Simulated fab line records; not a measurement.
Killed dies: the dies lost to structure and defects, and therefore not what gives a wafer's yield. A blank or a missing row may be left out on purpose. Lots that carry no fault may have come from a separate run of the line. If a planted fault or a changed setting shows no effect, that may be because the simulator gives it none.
Which of the tools did it? / flow gf180mcu / 36 wafers from 12 lots sampled at 4 of the route's 602 steps

WHAT THE GAUGES SHOWED, per wafer
GF_V3_BOW_MEAS_05.
lot=L075; measured=day 21 17:29; on=film-metro-01; V3_BOW (um)=115 112 115
lot=L077; measured=day 22 18:39; on=film-metro-01; V3_BOW (um)=100 124 107
lot=L079; measured=day 23 05:58; on=film-metro-03; V3_BOW (um)=109 110 116
lot=L081; measured=day 24 02:07; on=film-metro-01; V3_BOW (um)=112 118 119
lot=L083; measured=day 24 20:15; on=film-metro-04; V3_BOW (um)=126 131 123
lot=L085; measured=day 25 11:25; on=film-metro-03; V3_BOW (um)=116 138 126
lot=L087; measured=day 25 22:51; on=film-metro-04; V3_BOW (um)=119 117 108
lot=L089; measured=day 26 12:56; on=film-metro-03; V3_BOW (um)=137 125 128
lot=L091; measured=day 27 05:56; on=film-metro-03; V3_BOW (um)=123 106 118
lot=L093; measured=day 27 16:10; on=film-metro-04; V3_BOW (um)=109 115 115
lot=L095; measured=day 28 09:07; on=film-metro-04; V3_BOW (um)=134 119 121
lot=L097; measured=day 28 23:32; on=film-metro-04; V3_BOW (um)=132 124 135

WHAT TOOL EACH LOT RAN ON (gives the tool, then ch and the chambers of the sampled wafers, and finally the start)
lot=L075; GF_STI_STRIP_15=plasma-asher-01 ch 0,1, day 2 06:49; GF_DNWELL_STRIP_08=plasma-asher-02 ch 0,1, day 2 23:52; GF_V2_SPUTTER_22=pvd-sputter-02, day 20 14:34
lot=L077; GF_STI_STRIP_15=plasma-asher-02 ch 0,1, day 2 18:13; GF_DNWELL_STRIP_08=plasma-asher-03 ch 1, day 3 12:13; GF_V2_SPUTTER_22=pvd-sputter-02, day 21 16:38
lot=L079; GF_STI_STRIP_15=plasma-asher-02 ch 0,1, day 3 03:23; GF_DNWELL_STRIP_08=plasma-asher-02 ch 0,1, day 3 20:40; GF_V2_SPUTTER_22=pvd-sputter-04, day 22 04:07
lot=L081; GF_STI_STRIP_15=plasma-asher-02 ch 0,1, day 3 13:28; GF_DNWELL_STRIP_08=plasma-asher-01 ch 0,1, day 4 07:01; GF_V2_SPUTTER_22=pvd-sputter-04, day 23 00:57
lot=L083; GF_STI_STRIP_15=plasma-asher-01 ch 1, day 3 23:49; GF_DNWELL_STRIP_08=plasma-asher-02 ch 1, day 4 17:16; GF_V2_SPUTTER_22=pvd-sputter-01, day 23 19:47
lot=L085; GF_STI_STRIP_15=plasma-asher-04 ch 0,1, day 4 11:34; GF_DNWELL_STRIP_08=plasma-asher-02 ch 0,1, day 5 06:01; GF_V2_SPUTTER_22=pvd-sputter-02, day 24 10:52
lot=L087; GF_STI_STRIP_15=plasma-asher-02 ch 0,1, day 4 19:17; GF_DNWELL_STRIP_08=plasma-asher-03 ch 0,1, day 5 16:01; GF_V2_SPUTTER_22=pvd-sputter-02, day 24 23:26
lot=L089; GF_STI_STRIP_15=plasma-asher-01 ch 0,1, day 5 06:28; GF_DNWELL_STRIP_08=plasma-asher-03 ch 0,1, day 6 02:09; GF_V2_SPUTTER_22=pvd-sputter-02, day 25 13:56
lot=L091; GF_STI_STRIP_15=plasma-asher-01 ch 0,1, day 5 18:10; GF_DNWELL_STRIP_08=plasma-asher-02 ch 0,1, day 6 13:16; GF_V2_SPUTTER_22=pvd-sputter-01, day 26 08:37
lot=L093; GF_STI_STRIP_15=plasma-asher-02 ch 0,1, day 6 02:46; GF_DNWELL_STRIP_08=plasma-asher-03 ch 0,1, day 6 22:46; GF_V2_SPUTTER_22=pvd-sputter-04, day 26 18:04
lot=L095; GF_STI_STRIP_15=plasma-asher-04 ch 0,1, day 6 13:25; GF_DNWELL_STRIP_08=plasma-asher-01 ch 0,1, day 7 08:38; GF_V2_SPUTTER_22=pvd-sputter-02, day 27 11:35
lot=L097; GF_STI_STRIP_15=plasma-asher-04 ch 0,1, day 7 00:49; GF_DNWELL_STRIP_08=plasma-asher-02 ch 0,1, day 7 22:01; GF_V2_SPUTTER_22=pvd-sputter-04, day 28 01:44
- GF_STI_STRIP_15: strips in O2/N2.
- GF_DNWELL_STRIP_08: strips in O2/N2.
- GF_V2_SPUTTER_22: material TiN, target thk 10 nm, time 40 s.

THE ANSWER, worked out from the rows above alone
Rule: the lots themselves supply what counts as usual. The widest of any qualifying gaps counts: lots, ordered by their means at a reading, are off when they make up no more than a third of the lots, leave a main group of 4 or more, and stand apart from it by 3 or more times the standard deviation of that group's means. A main group whose means are all the same, to the digits that the tables above print for the reading, isn't used. A lot without any number at a reading at which 4 lots or more have one is off too. The other lots that the step has rows for count as sound.
No lot is off at any reading shown: from this, nothing can be told.

WHAT THE SIMULATOR HAD INSERTED
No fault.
